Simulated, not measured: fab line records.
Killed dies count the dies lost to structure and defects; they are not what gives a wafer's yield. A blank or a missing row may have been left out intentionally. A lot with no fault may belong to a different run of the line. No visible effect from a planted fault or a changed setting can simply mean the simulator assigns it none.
The tool behind it: which one? + flow gf180mcu + 39 wafers from 13 lots sampled at 6 of the route's 602 steps

WHAT EACH GAUGE READ, for each wafer
GF_HV_LDD_THK_MEAS_55. Usual: for HV_LDD_CVD_54_THK the level is 9.99 nm and the standard deviation is 0.19.
| lot  | measured     | on            | HV_LDD_CVD_54_THK (nm) | flag |
|------|--------------|---------------|------------------------|------|
| L916 | day 12 22:00 | film-metro-04 | 9.97 9.95 9.93         |      |
| L917 | day 13 06:48 | film-metro-01 | 10.18 10.06 10.27      |      |
| L918 | day 13 16:37 | film-metro-03 | 10.12 10.34 10.34      |      |
| L919 | day 13 21:54 | film-metro-01 | 9.97 10.02 9.97        |      |
| L920 | day 14 09:08 | film-metro-03 | 9.97 10.09 10.04       |      |
| L921 | day 14 13:06 | film-metro-01 | 10.18 10.45 10.22      |      |
| L922 | day 14 21:20 | film-metro-04 | 10.12 10.11 10.05      |      |
| L925 | day 15 21:05 | film-metro-04 | 10.25 10.36 10.36      |      |
| L927 | day 16 15:07 | film-metro-01 | 9.80 9.86 9.77         |      |
| L930 | day 17 14:39 | film-metro-01 | 10.15 10.17 10.12      |      |
| L931 | day 17 20:41 | film-metro-03 | 10.09 10.10 9.99       |      |
| L937 | day 20 00:32 | film-metro-04 | 9.83 10.04 9.92        |      |
| L938 | day 20 07:10 | film-metro-04 | 9.78 9.63 9.59         |      |

GF_PSD_TW_MEAS_11. Usual: for PSD_TW the level is 3186 and the standard deviation is 23.
| lot  | measured     | on            | PSD_TW         | flag |
|------|--------------|---------------|----------------|------|
| L916 | day 14 17:08 | film-metro-02 | 3157 3157 3165 |      |
| L917 | day 15 03:05 | film-metro-02 | 3164 3167 3171 |      |
| L918 | day 15 13:11 | film-metro-02 | 3160 3171 3168 |      |
| L919 | day 15 19:05 | film-metro-01 | 3216 3214 3237 |      |
| L920 | day 16 06:31 | film-metro-04 | 3143 3144 3127 |      |
| L921 | day 16 10:29 | film-metro-01 | 3189 3211 3201 |      |
| L922 | day 16 19:19 | film-metro-01 | 3194 3198 3205 |      |
| L925 | day 17 19:43 | film-metro-04 | 3168 3164 3162 |      |
| L927 | day 18 14:34 | film-metro-02 | 3160 3172 3182 |      |
| L930 | day 19 18:38 | film-metro-01 | 3222 3224 3185 |      |
| L931 | day 19 22:00 | film-metro-01 | 30 30 30       | OFF  |
| L937 | day 22 02:34 | film-metro-01 | 3181 3190 3184 |      |
| L938 | day 22 09:02 | film-metro-01 | 3201 3181 3217 |      |

GF_SAB_THK_MEAS_01. Usual: for SAB_CVD_00_THK the level is 50.0 nm and the standard deviation is 0.65.
| lot  | measured     | on            | SAB_CVD_00_THK (nm) | flag |
|------|--------------|---------------|---------------------|------|
| L916 | day 14 17:35 | film-metro-02 | 49.0 50.1 50.1      |      |
| L917 | day 15 03:32 | film-metro-02 | 49.9 51.0 50.8      |      |
| L918 | day 15 13:38 | film-metro-03 | 48.6 49.6 49.3      |      |
| L919 | day 15 19:32 | film-metro-03 | 50.5 50.1 51.6      |      |
| L920 | day 16 06:58 | film-metro-04 | 49.6 50.1 50.3      |      |
| L921 | day 16 10:56 | film-metro-04 | 49.9 51.0 51.0      |      |
| L922 | day 16 19:46 | film-metro-02 | 49.8 49.7 50.8      |      |
| L925 | day 17 20:11 | film-metro-04 | 48.6 49.7 50.1      |      |
| L927 | day 18 15:01 | film-metro-03 | 49.2 49.4 49.5      |      |
| L930 | day 19 19:05 | film-metro-03 | 49.9 50.3 50.4      |      |
| L931 | day 19 22:28 | film-metro-03 | 49.5 49.9 49.5      |      |
| L937 | day 22 03:01 | film-metro-04 | 49.5 50.3 50.4      |      |
| L938 | day 22 09:29 | film-metro-02 | 49.9 51.6 50.9      |      |

EACH LOT AND THE TOOL THAT RAN IT (in order: tool; ch and the chambers of the sampled wafers; start)
| lot  | GF_HV_LDD_RTA_52                 | GF_NSD_STRIP_11                      | GF_PSD_STRIP_10                      |
|------|----------------------------------|--------------------------------------|--------------------------------------|
| L916 | rtp-anneal-01 ch 0, day 12 20:47 | plasma-asher-04 ch 0,1, day 13 19:59 | plasma-asher-02 ch 0, day 14 17:01   |
| L917 | rtp-anneal-02 ch 0, day 13 05:35 | plasma-asher-04 ch 0,1, day 14 05:26 | plasma-asher-03 ch 0,1, day 15 02:58 |
| L918 | rtp-anneal-02 ch 0, day 13 15:24 | plasma-asher-03 ch 0,1, day 14 15:13 | plasma-asher-03 ch 0,1, day 15 13:06 |
| L919 | rtp-anneal-02 ch 0, day 13 20:41 | plasma-asher-03 ch 0,1, day 14 20:53 | plasma-asher-04 ch 0,1, day 15 18:58 |
| L920 | rtp-anneal-02 ch 0, day 14 07:56 | plasma-asher-04 ch 1, day 15 07:59   | plasma-asher-03 ch 1, day 16 06:25   |
| L921 | rtp-anneal-02 ch 0, day 14 11:20 | plasma-asher-03 ch 0,1, day 15 12:16 | plasma-asher-03 ch 1, day 16 10:22   |
| L922 | rtp-anneal-02 ch 0, day 14 20:08 | plasma-asher-03 ch 1, day 15 21:25   | plasma-asher-03 ch 0,1, day 16 19:13 |
| L925 | rtp-anneal-02 ch 0, day 15 19:53 | plasma-asher-03 ch 0,1, day 16 21:05 | plasma-asher-04 ch 0,1, day 17 19:37 |
| L927 | rtp-anneal-02 ch 0, day 16 13:54 | plasma-asher-04 ch 0,1, day 17 14:59 | plasma-asher-04 ch 0,1, day 18 14:28 |
| L930 | rtp-anneal-01 ch 0, day 17 13:26 | plasma-asher-04 ch 0,1, day 18 18:07 | plasma-asher-04 ch 0,1, day 19 18:31 |
| L931 | rtp-anneal-02 ch 0, day 17 19:29 | plasma-asher-04 ch 0,1, day 18 21:37 | plasma-asher-03 ch 0,1, day 19 21:55 |
| L937 | rtp-anneal-02 ch 0, day 19 22:50 | plasma-asher-03 ch 0,1, day 21 02:58 | plasma-asher-02 ch 0,1, day 22 02:28 |
| L938 | rtp-anneal-01 ch 0, day 20 05:57 | plasma-asher-01 ch 0,1, day 21 09:18 | plasma-asher-02 ch 0,1, day 22 08:57 |
- GF_HV_LDD_RTA_52: time 10 s.
- GF_NSD_STRIP_11: strips in O2/N2.
- GF_PSD_STRIP_10: strips in O2/N2.

AS READ BY THE TOOLS THEMSELVES (means over the sampled wafers that have a number; for cases with no such wafer, the mark the record gives instead)
GF_HV_LDD_RTA_52. Usual: anneal-temp-c-max 1003.6, standard deviation 0.78; lamp-power-pct 30.2 %, standard deviation 1.4; wafer_temp_C_max 1005.8, standard deviation 1.3.
| lot  | tool          | anneal-temp-c-max | lamp-power-pct (%) | wafer_temp_C_max | flag |
|------|---------------|-------------------|--------------------|------------------|------|
| L916 | rtp-anneal-01 | 1003.4            | 28.5               | 1006.1           |      |
| L917 | rtp-anneal-02 | 1003.7            | 31.3               | 1004.2           |      |
| L918 | rtp-anneal-02 | 1004.3            | 31.3               | 1005.6           |      |
| L919 | rtp-anneal-02 | 1003.4            | 31.3               | 1005.1           |      |
| L920 | rtp-anneal-02 | 1004.6            | 31.3               | 1004.6           |      |
| L921 | rtp-anneal-02 | 1003.0            | 31.3               | 1005.2           |      |
| L922 | rtp-anneal-02 | 1004.4            | 31.3               | 1005.2           |      |
| L925 | rtp-anneal-02 | 1004.5            | 31.3               | 1005.3           |      |
| L927 | rtp-anneal-02 | 1004.9            | 31.3               | 1004.9           |      |
| L930 | rtp-anneal-01 | 1002.9            | 28.6               | 1006.6           |      |
| L931 | rtp-anneal-02 | 1004.2            | 31.3               | 1004.6           |      |
| L937 | rtp-anneal-02 | 1004.0            | 31.3               | 1005.1           |      |
| L938 | rtp-anneal-01 | 1003.0            | 28.6               | 1006.9           |      |

GF_NSD_STRIP_11. Usual: drypump-motor-current-A 5.8 A, standard deviation 0.45; heater-power-w 337 W, standard deviation 29; oes-product-au 0.486 a.u., standard deviation 0.0048; strip-time-to-endpoint-s 23.13 s, standard deviation 0.041.
| lot  | tool            | drypump-motor-current-A (A) | heater-power-w (W) | oes-product-au (a.u.) | strip-time-to-endpoint-s (s) | flag |
|------|-----------------|-----------------------------|--------------------|-----------------------|------------------------------|------|
| L916 | plasma-asher-04 | 5.6                         | 372                | 0.482                 | 23.18                        |      |
| L917 | plasma-asher-04 | 5.5                         | 374                | 0.485                 | 23.11                        |      |
| L918 | plasma-asher-03 | 5.9                         | 309                | 0.493                 | 23.12                        |      |
| L919 | plasma-asher-03 | 6.2                         | 306                | 0.485                 | 23.15                        |      |
| L920 | plasma-asher-04 | 5.5                         | 375                | 0.483                 | 23.18                        |      |
| L921 | plasma-asher-03 | 6.2                         | 309                | 0.496                 | 23.14                        |      |
| L922 | plasma-asher-03 | 6.5                         | 304                | 0.480                 | 23.16                        |      |
| L925 | plasma-asher-03 | 5.9                         | 311                | 0.484                 | 23.14                        |      |
| L927 | plasma-asher-04 | 5.6                         | 375                | 0.482                 | 23.15                        |      |
| L930 | plasma-asher-04 | 5.5                         | 369                | 0.487                 | 23.09                        |      |
| L931 | plasma-asher-04 | 5.5                         | 370                | 0.486                 | -                            | OFF  |
| L937 | plasma-asher-03 | 6.2                         | 325                | 0.487                 | 23.12                        |      |
| L938 | plasma-asher-01 | 5.9                         | 324                | 0.487                 | 23.12                        |      |

GF_PSD_STRIP_10. Usual: drypump-motor-current-A 5.8 A, standard deviation 0.35; heater-power-w 352 W, standard deviation 35; oes-product-au 0.592 a.u., standard deviation 0.0044; strip-time-to-endpoint-s 16.53 s, standard deviation 0.035.
| lot  | tool            | drypump-motor-current-A (A) | heater-power-w (W) | oes-product-au (a.u.) | strip-time-to-endpoint-s (s) | flag |
|------|-----------------|-----------------------------|--------------------|-----------------------|------------------------------|------|
| L916 | plasma-asher-02 | 5.8                         | 394                | 0.593                 | 16.57                        |      |
| L917 | plasma-asher-03 | 6.2                         | 307                | 0.591                 | 16.57                        |      |
| L918 | plasma-asher-03 | 5.9                         | 309                | 0.591                 | 16.49                        |      |
| L919 | plasma-asher-04 | 5.5                         | 375                | 0.593                 | 16.48                        |      |
| L920 | plasma-asher-03 | 6.5                         | 303                | 0.589                 | 16.51                        |      |
| L921 | plasma-asher-03 | 6.4                         | 302                | 0.590                 | 16.47                        |      |
| L922 | plasma-asher-03 | 6.2                         | 310                | 0.591                 | 16.46                        |      |
| L925 | plasma-asher-04 | 5.5                         | 373                | 0.588                 | 16.55                        |      |
| L927 | plasma-asher-04 | 5.5                         | 368                | 0.588                 | 16.52                        |      |
| L930 | plasma-asher-04 | 5.5                         | 370                | 0.589                 | 16.49                        |      |
| L931 | plasma-asher-03 | 6.2                         | 320                | 0.626                 | 22.50                        | OFF  |
| L937 | plasma-asher-02 | 5.9                         | 386                | 0.593                 | 16.52                        |      |
| L938 | plasma-asher-02 | 5.8                         | 396                | 0.592                 | 16.53                        |      |

THE ANSWER, worked out from the rows above alone
Rule: a lot counts as off when the mean over its wafers that have a number is more than 3 standard deviations away from the usual mean. Also off: a lot with no number at a reading for which 4 or more lots have one. Where the step has rows for the other lots, those lots are counted as sound. The gauges are gone through in route order, then the tools' own readings, and for those a lot's mean is taken as printed above. The first step at which some lot is off is used, and at that step the reading that is off furthest; a lot without a number counts as furthest.
Off: at GF_PSD_TW_MEAS_11 (PSD_TW), L931.
If a tool, at a process step before that reading, ran all the lots that are off and no sound lot after the first of them, it fits. The gauges at GF_PSD_TW_MEAS_11 aren't tried: what is off there is off at GF_NSD_STRIP_11 too, on other tools, and a gauge's error can't cause that. 2 tools fit, plasma-asher-04 at GF_NSD_STRIP_11 and plasma-asher-03 at GF_PSD_STRIP_10, so this cannot tell which one it is.

WHAT THE SIMULATOR PUT IN
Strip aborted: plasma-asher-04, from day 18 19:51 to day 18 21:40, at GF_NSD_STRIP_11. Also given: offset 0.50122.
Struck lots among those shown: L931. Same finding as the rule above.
